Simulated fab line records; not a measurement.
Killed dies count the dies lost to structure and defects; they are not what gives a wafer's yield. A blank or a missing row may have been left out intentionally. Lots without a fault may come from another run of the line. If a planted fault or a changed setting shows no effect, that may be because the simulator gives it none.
Which of the tools did it? -- flow gf180mcu -- 6 lots with 18 wafers sampled at 2 steps, on a route of 602 steps

== WHAT THE GAUGES READ, wafer by wafer ==
GF_VT_IMPLANT_OVL_MEAS_29.
lot,measured,on,VT_IMPLANT_02_OVL (nm)
L143,day 7 14:29,overlay-01,2.0 -0.3 0.8
L148,day 8 21:23,overlay-02,1.1 1.0 -0.9
L153,day 10 04:35,overlay-01,- - -
L160,day 12 06:28,overlay-01,1.3 3.4 3.1
L162,day 12 17:52,overlay-01,2.8 0.6 1.8
L164,day 13 09:16,overlay-01,1.2 -1.3 -0.6

== TOOL THAT RAN EACH LOT (tool first, then ch and the chambers of the sampled wafers, then the start) ==
lot,GF_VT_IMPLANT_EXPOSE_26
L143,"iline stepper-01 ch 0, day 7 06:28"
L148,"iline stepper-02 ch 0, day 8 13:01"
L153,"iline stepper-02 ch 0, day 9 19:50"
L160,"iline stepper-02 ch 0, day 11 20:46"
L162,"iline stepper-02 ch 0, day 12 08:22"
L164,"iline stepper-02 ch 0, day 12 22:47"
- GF_VT_IMPLANT_EXPOSE_26: exposes mask LVPWELL HV AREA, target cd 860 nm.

== THE ANSWER, worked out from the rows above alone ==
Rule: usual is defined by the lots themselves. Put in order of their means at a reading, lots are off if they are a third of the lots or fewer, leave a main group of 4 or more, and stand apart from it by a gap of 3 or more times the standard deviation of the main group's means; of several such gaps the widest counts. The tables above print the reading to a certain number of digits; a main group whose means all agree to those digits is not used. A lot without any number at a reading at which 4 lots or more have one is off too. All remaining lots with rows at the step are treated as sound.
Off: L153, at GF_VT_IMPLANT_OVL_MEAS_29 (VT_IMPLANT_02_OVL). Without a number there: L153. For the main group the mean is 1.1 nm and the standard deviation 1.
If a tool, at a process step before that reading, ran all the lots that are off and no sound lot after the first of them, it fits. Gauges at GF_VT_IMPLANT_OVL_MEAS_29: tried the same way as those tools. Of those tried, none fits.

== WHAT HAD BEEN PUT IN BY THE SIMULATOR ==
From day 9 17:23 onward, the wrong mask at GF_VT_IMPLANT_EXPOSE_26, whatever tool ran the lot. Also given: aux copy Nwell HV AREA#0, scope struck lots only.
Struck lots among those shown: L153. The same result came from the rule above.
